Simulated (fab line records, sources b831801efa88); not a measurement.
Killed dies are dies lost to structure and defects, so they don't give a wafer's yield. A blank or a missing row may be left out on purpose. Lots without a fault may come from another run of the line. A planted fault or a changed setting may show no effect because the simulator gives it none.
fab line records | flow sky130
record lots=15 wafers=45 last_day=51
route steps=708 shown CONTACT@406 METAL1@435
lots that met no fault: from a run of the same line without faults
start_h: hours from the record's first day to the start of the lot's first wafer shown | wait_h: hours since the lot's step before | " the same as in the row above | L1.1+2: a row that stands for several wafers | - no value, or no start given | * or withheld: withheld | < > ~ a bound
route shown NAME@n: a module of which the file shows steps, and the number in the route of the first | usual: mean/standard deviation of fault-free wafers | same: alike in all rows | chamber/n: place in a boat | sites: the reading at each site | _std_site: their standard deviation | _edge_site: outer sites' mean less inner sites' | radius_mm: how far each site lies from the wafer's centre | mask NAME#n: copy n | behind: the tool/chamber that last shaped the wafer | hold: why the lot was held/for how many hours/how that ended | device: the transistor (n, p or np) that didn't switch | end of line: the same wafers' tests at the end of the route | a step without rows: its recipe alone | killed: dies lost to structure and defects at the first sort, not the wafer's yield | map: a wafer's dies, x killed, . not, _ none there
set.NAME: the setting as run; set.NAME@STEP: as run at that earlier step | model.NAME: the simulator's own value behind a step, which no gauge read
steps of the route over a sample of lots; a table a step, a row a wafer
services: from which hour (start_h, from the record's first day; less than 0 if before it) a tool's chamber was out of use, for how many hours, and why
## steps
# step SKY_CONTACT_CVD_00
# recipe material=Si3N4 target_thk_nm=75 temp_c=400 time_s=withheld rf_w=450
# usual heater_power_outer_w=386/74 heater_power_w=657/110
# columns lot.wafer tool chamber start_h wait_h heater_power_outer_w heater_power_w
L109.1 pecvd-03 2 732.69 0.0 261 472
L109.4 " 0 " " 480 815
L109.5 " 2 " " 260 461
L110.1 pecvd-03 0 736.26 0.0 563 885
L110.4 " 2 " " 273 488
L110.5 " 1 " " 337 646
L118.2 pecvd-02 2 790.73 0.0 393 614
L118.4 " 2 " " 392 628
L118.6 " 1 " " 352 651
L119.2 pecvd-01 0 800.50 0.0 419 709
L119.3 " 2 " " 444 698
L119.6 " 2 " " 437 695
L120.1 pecvd-03 1 801.95 0.0 353 668
L120.5 " 0 " " 529 868
L120.6 " 2 " " 309 529
L122.1 pecvd-01 1 833.45 0.0 354 620
L122.4 " 0 " " 339 619
L122.5 " 1 " " 358 618
L123.1 pecvd-02 2 836.52 0.0 320 541
L123.4 " 0 " " 308 532
L123.6 " 0 " " 314 541
L124.3 pecvd-02 0 844.38 0.0 370 616
L124.5 " 0 " " 374 626
L124.6 " 2 " " 317 522
L125.2 pecvd-01 2 862.20 0.0 453 704
L125.3 " 2 " " 448 716
L125.6 " 2 " " 455 724
L126.1 pecvd-03 0 862.58 0.0 524 869
L126.2 " 2 " " 323 538
L126.3 " 1 " " 341 662
L130.1 pecvd-03 1 886.53 0.0 341 647
L130.2 " 0 " " 548 881
L130.5 " 0 " " 534 877
L129.2 pecvd-01 0 888.11 0.0 372 668
L129.4 " 0 " " 383 673
L129.6 " 1 " " 407 682
L128.1 pecvd-02 2 889.07 0.0 376 599
L128.3 " 0 " " 337 585
L128.4 " 1 " " 281 557
L131.4 pecvd-03 0 893.15 0.0 499 835
L131.5 " 2 " " 301 507
L131.6 " 1 " " 392 712
L132.1 pecvd-01 2 901.03 0.0 462 706
L132.4 " 2 " " 455 713
L132.6 " 1 " " 355 606
# step SKY_CONTACT_THK_MEAS_01
# recipe reads=Si3N4_of_CONTACT_CVD_00
# usual CONTACT_CVD_00_THK=75.0/1.1
# columns lot.wafer tool chamber start_h wait_h CONTACT_CVD_00_THK[nm]
L109.1 film_metro-01 - 732.72 - 75.7
L109.4 " - " " 76.9
L109.5 " - " " 78.1
L110.1 film_metro-01 - 736.29 - 74.7
L110.4 " - " " 76.2
L110.5 " - " " 76.0
L118.2 film_metro-01 - 790.77 - 74.3
L118.4 " - " " 75.1
L118.6 " - " " 75.8
L119.2 film_metro-02 - 800.54 - 73.5
L119.3 " - " " 73.7
L119.6 " - " " 74.7
L120.1 film_metro-01 - 801.98 - 75.2
L120.5 " - " " 76.9
L120.6 " - " " 76.4
L122.1 film_metro-03 - 833.48 - 73.1
L122.4 " - " " 75.1
L122.5 " - " " 74.7
L123.1 film_metro-03 - 836.57 - 73.5
L123.4 " - " " 76.7
L123.6 " - " " 75.9
L124.3 film_metro-01 - 844.44 - 75.2
L124.5 " - " " 75.7
L124.6 " - " " 74.7
L125.2 film_metro-01 - 862.30 - 73.6
L125.3 " - " " 74.1
L125.6 " - " " 74.1
L126.1 film_metro-02 - 862.61 - 75.5
L126.2 " - " " 74.2
L126.3 " - " " 74.5
L130.1 film_metro-03 - 886.56 - 75.2
L130.2 " - " " 75.1
L130.5 " - " " 76.3
L129.2 film_metro-03 - 888.15 - 74.3
L129.4 " - " " 75.8
L129.6 " - " " 75.1
L128.1 film_metro-03 - 889.10 - 72.9
L128.3 " - " " 73.6
L128.4 " - " " 74.5
L131.4 film_metro-02 - 893.20 - 76.1
L131.5 " - " " 76.3
L131.6 " - " " 75.2
L132.1 film_metro-03 - 901.06 - 73.0
L132.4 " - " " 75.4
L132.6 " - " " 75.5
# step SKY_CONTACT_ETCH_16
# recipe chemistry=N2/H2 target=BARC ion_energy_ev=200 source_w=500 bias_w=100 pressure_mtorr=30 n2_flow_sccm=100 h2_flow_sccm=200 stop_on=SiO2 time_s=45.9 target_depth_a=600
# usual chamber_pressure_mTorr=30.002/0.026 drypump_motor_current_A=5.7/0.42 oes_product_au=0.855/0.0045 throttle_valve_pct=13.225/0.0093
# columns lot.wafer tool chamber start_h wait_h chamber_pressure_mTorr drypump_motor_current_A oes_product_au rf_hours_counter_h throttle_valve_pct
L109.1 rie_diel-03 0 761.58 0.0 30.050 5.7 0.855 22 13.233
L109.4 " 1 " " 29.978 5.5 0.854 10 13.231
L109.5 " 0 " " 30.008 5.7 0.861 - 13.228
L110.1 rie_diel-01 0 764.98 0.0 30.014 6.0 0.859 8 13.209
L110.4 " 3 " " 30.041 5.6 0.858 32 13.224
L110.5 " 3 " " 30.027 5.6 0.868 - 13.221
L118.2 rie_diel-03 3 818.43 0.0 29.992 5.8 0.856 6 13.231
L118.4 " 1 " " 29.983 5.5 0.862 12 13.240
L118.6 " 1 " " 30.001 5.5 0.846 - 13.237
L119.2 rie_diel-03 1 827.47 0.0 29.947 5.5 0.856 12 13.226
L119.3 " 0 " " 30.018 5.7 0.861 24 13.216
L119.6 " 2 " " 30.011 6.4 0.857 - 13.230
L120.1 rie_diel-01 1 829.75 0.0 29.955 5.1 0.852 12 13.226
L120.5 " 3 " " 30.041 5.6 0.860 - 13.230
L120.6 " 0 " " 29.972 6.0 0.854 - 13.240
L122.1 rie_diel-03 2 860.05 0.0 30.045 6.4 0.858 28 13.231
L122.4 " 0 " " 29.997 5.7 0.851 25 13.221
L122.5 " 0 " " 29.982 5.7 0.861 - 13.223
L123.1 rie_diel-02 0 863.55 0.0 29.985 5.3 0.855 6 13.221
L123.4 " 1 " " 29.984 5.5 0.851 12 13.228
L123.6 " 0 " " 30.028 5.3 0.856 - 13.215
L124.3 rie_diel-01 1 871.20 0.0 30.028 5.1 0.858 14 13.232
L124.5 " 0 " " 30.003 6.0 0.850 - 13.224
L124.6 " 2 " " 29.982 6.5 0.857 - 13.227
L125.2 rie_diel-03 1 889.57 0.0 29.979 5.5 0.846 13 13.212
L125.3 " 0 " " 30.013 5.7 0.857 26 13.225
L125.6 " 3 " " 30.015 5.8 0.853 - 13.221
L126.1 rie_diel-02 0 889.83 0.0 29.961 5.3 0.851 6 13.215
L126.2 " 1 " " 29.996 5.5 0.860 13 13.212
L126.3 " 3 " " 30.006 5.8 0.857 26 13.224
L130.1 rie_diel-03 0 913.32 0.0 30.015 5.7 0.852 27 13.233
L130.2 " 1 " " 29.986 5.4 0.852 14 13.232
L130.5 " 0 " " 29.973 5.7 0.848 - 13.220
L129.2 rie_diel-01 0 914.95 0.0 30.020 6.0 0.864 13 13.221
L129.4 " 2 " " 30.014 6.5 0.853 2 13.226
L129.6 " 3 " " 30.001 5.6 0.848 - 13.231
L128.1 rie_diel-03 0 915.68 0.0 29.986 5.7 0.851 27 13.224
L128.3 " 3 " " 30.018 5.8 0.853 9 13.238
L128.4 " 2 " " 29.979 6.4 0.857 29 13.215
L131.4 rie_diel-03 1 919.91 0.0 29.966 5.4 0.859 - 13.252
L131.5 " 3 " " 30.037 5.8 0.850 - 13.234
L131.6 " 0 " " 29.970 5.7 0.854 - 13.235
L132.1 rie_diel-03 3 927.68 0.0 29.964 5.8 0.855 10 13.212
L132.4 " 0 " " 30.017 5.7 0.857 - 13.223
L132.6 " 1 " " 29.998 5.4 0.858 - 13.216
# step SKY_METAL1_SPUTTER_01
# recipe material=TiN target_thk_nm=20 power_w=6500 time_s=16.7 chamber_pressure_pa=0.4
# usual cathode_dc_power_W=6500.2/1.2 chamber_pressure_pa=0.4000/0.00073 throttle_valve_pct=29.5/0.93
# columns lot.wafer tool chamber start_h wait_h cathode_dc_power_W chamber_pressure_pa throttle_valve_pct
L109.1 pvd_sputter-02 - 762.98 0.0 6499.3 0.4010 30.3
L109.4 " - " " 6500.7 0.4013 29.4
L109.5 " - " " 6499.1 0.4005 29.3
L110.1 pvd_sputter-03 - 766.38 0.0 6500.1 0.4013 30.0
L110.4 " - " " 6499.4 0.4003 31.1
L110.5 " - " " 6497.9 0.3997 28.3
L118.2 pvd_sputter-03 - 819.83 0.0 - - -
L118.4 " - " " - - -
L118.6 " - " " - - -
L119.2 pvd_sputter-03 - 828.91 0.0 - - -
L119.3 " - " " - - -
L119.6 " - " " - - -
L120.1 pvd_sputter-02 - 831.16 0.0 - - -
L120.5 " - " " - - -
L120.6 " - " " - - -
L122.1 pvd_sputter-03 - 861.62 0.0 6500.9 0.3994 28.3
L122.4 " - " " 6499.4 0.4002 31.3
L122.5 " - " " 6500.1 0.3996 31.4
L123.1 pvd_sputter-02 - 864.95 0.0 6499.7 0.4000 30.4
L123.4 " - " " 6499.6 0.4007 29.5
L123.6 " - " " 6498.4 0.4003 29.6
L124.3 pvd_sputter-02 - 872.60 0.0 6499.7 0.4002 29.4
L124.5 " - " " 6501.0 0.3994 29.7
L124.6 " - " " 6499.1 0.4001 29.7
L125.2 pvd_sputter-02 - 890.97 0.0 6500.4 0.4002 29.8
L125.3 " - " " 6502.0 0.4010 29.3
L125.6 " - " " 6501.2 0.4009 29.6
L126.1 pvd_sputter-01 - 891.23 0.0 6501.4 0.4001 30.2
L126.2 " - " " 6500.4 0.4004 28.5
L126.3 " - " " 6500.8 0.4003 31.0
L130.1 pvd_sputter-02 - 915.03 0.0 6500.2 0.3994 29.4
L130.2 " - " " 6501.1 0.4002 30.3
L130.5 " - " " 6501.9 0.3998 29.5
L129.2 pvd_sputter-03 - 916.38 0.0 6500.7 0.3998 31.2
L129.4 " - " " 6500.8 0.4001 27.7
L129.6 " - " " 6501.2 0.3998 29.9
L128.1 pvd_sputter-01 - 917.12 0.0 6498.4 0.4008 30.1
L128.3 " - " " 6501.0 0.4002 28.8
L128.4 " - " " 6501.6 0.3995 28.5
L131.4 pvd_sputter-02 - 921.29 0.0 6498.8 0.3993 30.5
L131.5 " - " " 6497.9 0.4000 29.6
L131.6 " - " " 6499.9 0.3985 30.5
L132.1 pvd_sputter-01 - 929.08 0.0 6499.1 0.3997 30.7
L132.4 " - " " 6499.4 0.4010 28.6
L132.6 " - " " 6501.2 0.4001 28.7
## services
# columns tool chamber start_h hours kind
rie_diel-02 - 712.89 1.4 repair
pecvd-03 2 722.41 2.1 scheduled_down
pecvd-01 - 737.30 1.0 repair
pvd_sputter-02 - 745.00 10.9 repair
pecvd-02 1 773.18 2.1 repair
rie_diel-01 2 773.41 15.3 repair
pecvd-03 - 790.28 1.4 repair
pecvd-01 2 791.79 6.2 repair
rie_diel-03 3 806.12 5.0 repair
pecvd-02 1 810.68 27.2 repair
pvd_sputter-01 - 815.64 29.9 repair
pvd_sputter-02 - 819.87 9.2 repair
pvd_sputter-02 - 825.27 1.7 repair
rie_diel-03 1 831.31 5.2 repair
rie_diel-02 - 834.16 2.8 pm
pecvd-03 0 838.93 20.4 repair
rie_diel-03 1 839.52 13.1 repair
rie_diel-02 0 845.38 17.4 repair
rie_diel-03 - 853.39 0.6 repair
pecvd-01 0 856.31 7.9 repair
rie_diel-03 1 868.16 4.5 repair
rie_diel-01 3 871.08 19.1 repair
rie_diel-01 0 896.23 9.7 repair
rie_diel-03 2 917.48 22.3 repair
## key
first_sign step=SKY_METAL1_SPUTTER_01 reading=tool_record direction=missing
effect none on later readings
met_at SKY_METAL1_SPUTTER_01
struck_lots L118,L119,L120
later_rows_left_out L118.2,L118.4,L118.6,L119.2,L119.3,L119.6,L120.1,L120.5,L120.6
sort_left_out L118.2,L118.4,L118.6,L119.2,L119.3,L119.6,L120.1,L120.5,L120.6
not_acting_at SKY_CONTACT_CVD_00,SKY_CONTACT_THK_MEAS_01,SKY_CONTACT_ETCH_16
onset_between 766.38 819.83
fault kind=skipped_step_whole tool=pvd_sputter-02,pvd_sputter-03 chamber=- onset_h=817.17 steps=SKY_METAL1_SPUTTER_01 scope=struck_lots_only
# sort_left_out: the simulated sort isn't trusted on such a fault, so these wafers' sort isn't shown, and their yield isn't known
# later_rows_left_out: the simulator's readings of these wafers behind a module that went badly wrong aren't trusted and aren't shown, but for the sort
